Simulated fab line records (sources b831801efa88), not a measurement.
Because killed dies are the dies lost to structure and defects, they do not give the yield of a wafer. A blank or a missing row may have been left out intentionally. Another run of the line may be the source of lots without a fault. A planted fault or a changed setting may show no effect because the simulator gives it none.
A struck lot beside a sound one	flow sky130	15 out of 708 route steps
Sound: wafers L597.1, L597.4, L597.6. Struck: wafer L606.6 (left out: L606.1, L606.5 of the same lot, which were not struck); the cause appears at the end.
Each step with rows lists, per side, the tool, then ch with its chambers, then its first start. Under that, the readings that differ: sound wafers	struck wafers	difference of the means	sigmas: that difference in standard deviations of wafers without a fault.
alike: same words and numbers on both sides, and readings whose means sit less than 2 such deviations apart. not compared: any withheld reading, any reading some wafer has no value for, any bound like >300 that may hide the same value, and any number with overlapping values for which the record gives no deviation.
A row with sigmas, a row that says differs or no value, or rows on one side alone: a step with any of these is where the two part. When numbers do not overlap yet have no deviation, they are printed without sigmas and do not part them. Lack of a reading on every wafer of one side parts them only where that side has two or more wafers.

SKY_LI_CONTACT_CD_MEAS_12: target cd 170 nm.
  sound on cd-sem-01 at day 29 17:05; struck on cd-sem-01 at day 33 00:02
reading	sound	struck	difference	sigmas
cd-nm (nm)	168.8 167.7 167.0	171.3	+3.5	+2
SKY_LI_CONTACT_OVL_MEAS_13:
  sound on overlay-02 at day 29 17:12; struck on overlay-01 at day 33 00:10
reading	sound	struck	difference	sigmas
LI_CONTACT_OVL (nm)	-9 -8 -8	4	+12	+2
SKY_LI_CONTACT_ETCH_14: etches BARC in N2/H2, stops on SiO2, time 45.9 s, target depth 60 nm.
  sound on rie-diel-01 ch 1,3, day 29 17:14; struck on rie-diel-02 ch 0, day 33 00:12
  alike: drypump-motor-current-A, oes-product-au, throttle-valve-pct
  not compared: rf-hours-counter-h
SKY_LI_CONTACT_ETCH_15: etches PSG in C4F8/O2/Ar, stops on Si, target depth 600 nm.
  sound on rie-diel-01 ch 1,3, day 29 17:17; struck on rie-diel-02 ch 0, day 33 00:14
  alike: oes-product-au
SKY_LI_CONTACT_STRIP_16: strips in O2/N2.
  sound on plasma-asher-04 ch 1, day 29 17:22; struck on plasma-asher-03 ch 0, day 33 00:20
reading	sound	struck	difference	sigmas
oes-product-au (a.u.)	0.379 0.369 0.372	0.383	+0.010	+2
  alike: drypump-motor-current-A, strip-time-to-endpoint-s
  not compared: rf-hours-counter-h
then, 3 steps without rows for these wafers: SKY_LI_CONTACT_CLEAN_17 (cleans in NMP, time 600 s); SKY_LI_CONTACT_PRE_CLEAN_18 (time 5.6 s); SKY_LI_CONTACT_SPUTTER_19 (material Ti, target thk 20 nm, time 106.37 s).
SKY_LI_CONTACT_SPUTTER_20: material TiN, target thk 20 nm, time 80 s.
  sound on pvd-sputter-03 at day 29 17:45; struck on pvd-sputter-03 at day 33 00:52
  alike: throttle-valve-pct
then, 1 step without rows for these wafers: SKY_LI_CONTACT_CVD_21 (deposits W, target thk 400 nm, time 120.56 s).
SKY_LI_CONTACT_RS_MEAS_22: measurement is done with a four-point probe.
  sound on film-metro-03 at day 29 17:56; struck on film-metro-02 at day 33 01:04
  alike: LI_CONTACT_W_RS
SKY_LI_CONTACT_THK_MEAS_23: measures by xrf.
  sound on film-metro-03 at day 29 18:04; struck on film-metro-02 at day 33 01:11
  alike: LI_CONTACT_W_THK
SKY_LI_CONTACT_CMP_24: polishes, stops on PSG, t overpolish 20 s, target thk 0 nm.
  sound on cmp-02 ch 1,2,3, day 29 18:07; struck on cmp-01 ch 1, day 33 01:31
reading	sound	struck	difference	sigmas
overpolish-run-s (s)	20.001 19.980 19.990	9.201	-10.789	-99 or more
t-overpolish-s (s)	20 20 20	9.2066	-10.7934	
  alike: head-pressure-psi, motor-current-A, time-to-endpoint-s
SKY_LOCAL_INTERCONNECT_SPUTTER_00: material TiN, target thk 100 nm, time 83.3 s.
  sound on pvd-sputter-04 at day 29 18:25; struck on pvd-sputter-01 at day 33 01:43
  alike: throttle-valve-pct
-- record jumps: 16 days separate the struck wafers' starts on either side; left off in module LOCAL_INTERCONNECT, taken up again in module PAD_OPEN, whose first shown step is the route's number 708 --
SKY_PAD_OPEN_PROBE_99:
  sound on prober-02 at day 46 06:59; struck on prober-02 at day 48 15:24
reading	sound	struck	difference	sigmas
killed-at-front-end	14 28 20	9	-12	-3
killed-dies	84 93 96	72	-19	-2
killed-short	43 46 43	29	-15	-2
  alike: killed_at_M0_to_M3, killed_at_M4_up, killed-at-contacts, killed-at-other, killed-open

== WHERE THEY PART ==
First at SKY_LI_CONTACT_CD_MEAS_12; last, within this record, at SKY_PAD_OPEN_PROBE_99.

WHY: the cause the simulator had injected
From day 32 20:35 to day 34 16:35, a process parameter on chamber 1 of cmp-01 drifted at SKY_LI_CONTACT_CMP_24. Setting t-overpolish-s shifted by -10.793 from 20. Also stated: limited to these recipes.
